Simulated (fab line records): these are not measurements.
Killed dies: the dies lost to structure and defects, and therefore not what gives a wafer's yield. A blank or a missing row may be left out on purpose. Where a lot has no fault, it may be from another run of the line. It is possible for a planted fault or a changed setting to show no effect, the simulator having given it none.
Chamber matching :: flow gf180mcu :: 4 sister chambers for GF_V5_CMP_26 on cmp-02
The step polishes, stops on SiO2, t overpolish 15 s, target thk 0 nm. 4 wafers are shown with their chamber, then 12 later ones without.

## EACH WAFER AND ITS CHAMBER
wafer: L090.1
chamber: 1
time_to_endpoint_s (s): 88

wafer: L089.1
chamber: 0
time_to_endpoint_s (s): 74

wafer: L089.3
chamber: 3
time_to_endpoint_s (s): 86

wafer: L089.4
chamber: 2
time_to_endpoint_s (s): 71

## WAFERS WHOSE CHAMBER IS MISSING
wafer: L092.1
time_to_endpoint_s (s): 73

wafer: L092.2
time_to_endpoint_s (s): 87

wafer: L092.3
time_to_endpoint_s (s): 86

wafer: L093.1
time_to_endpoint_s (s): 92

wafer: L093.3
time_to_endpoint_s (s): 78

wafer: L093.6
time_to_endpoint_s (s): 93

wafer: L094.1
time_to_endpoint_s (s): 87

wafer: L094.4
time_to_endpoint_s (s): 72

wafer: L094.5
time_to_endpoint_s (s): 83

wafer: L095.1
time_to_endpoint_s (s): 83

wafer: L095.3
time_to_endpoint_s (s): 75

wafer: L095.4
time_to_endpoint_s (s): 71

## EACH ONE'S CHAMBER
wafer: L092.1
from the rows above: can't be placed: 0 or 2
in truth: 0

wafer: L092.2
from the rows above: can't be placed: 1 or 3
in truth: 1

wafer: L092.3
from the rows above: can't be placed: 3 or 1
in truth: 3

wafer: L093.1
from the rows above: can't be placed: 1 or 3
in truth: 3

wafer: L093.3
from the rows above: can't be placed: 0 or 2 or 3
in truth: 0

wafer: L093.6
from the rows above: can't be placed: 1 or 3
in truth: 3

wafer: L094.1
from the rows above: can't be placed: 1 or 3
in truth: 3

wafer: L094.4
from the rows above: can't be placed: 2 or 0
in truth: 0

wafer: L094.5
from the rows above: can't be placed: 3 or 1
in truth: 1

wafer: L095.1
from the rows above: can't be placed: 3 or 1
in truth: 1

wafer: L095.3
from the rows above: can't be placed: 0 or 2
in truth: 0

wafer: L095.4
from the rows above: can't be placed: 2 or 0
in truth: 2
Correctly placed: 0 of 12. Can't be placed from these rows: 12 (the true chamber is among the candidates in 12). Placed wrongly: 0.
How it was worked out, from the rows above alone: a wafer's distance from a chamber is the root of the sum, over the readings, of the square of ((its reading less the chamber's mean) divided by the reading's scatter). If the next closest chamber is less than 2 further off than the closest, the wafer can't be placed; otherwise it belongs to the closest. The mean given for a chamber averages the wafers shown for that chamber. The scatter: with one shown wafer a chamber, the root of the mean of the squares of how far each hidden wafer lies from its nearest shown one.
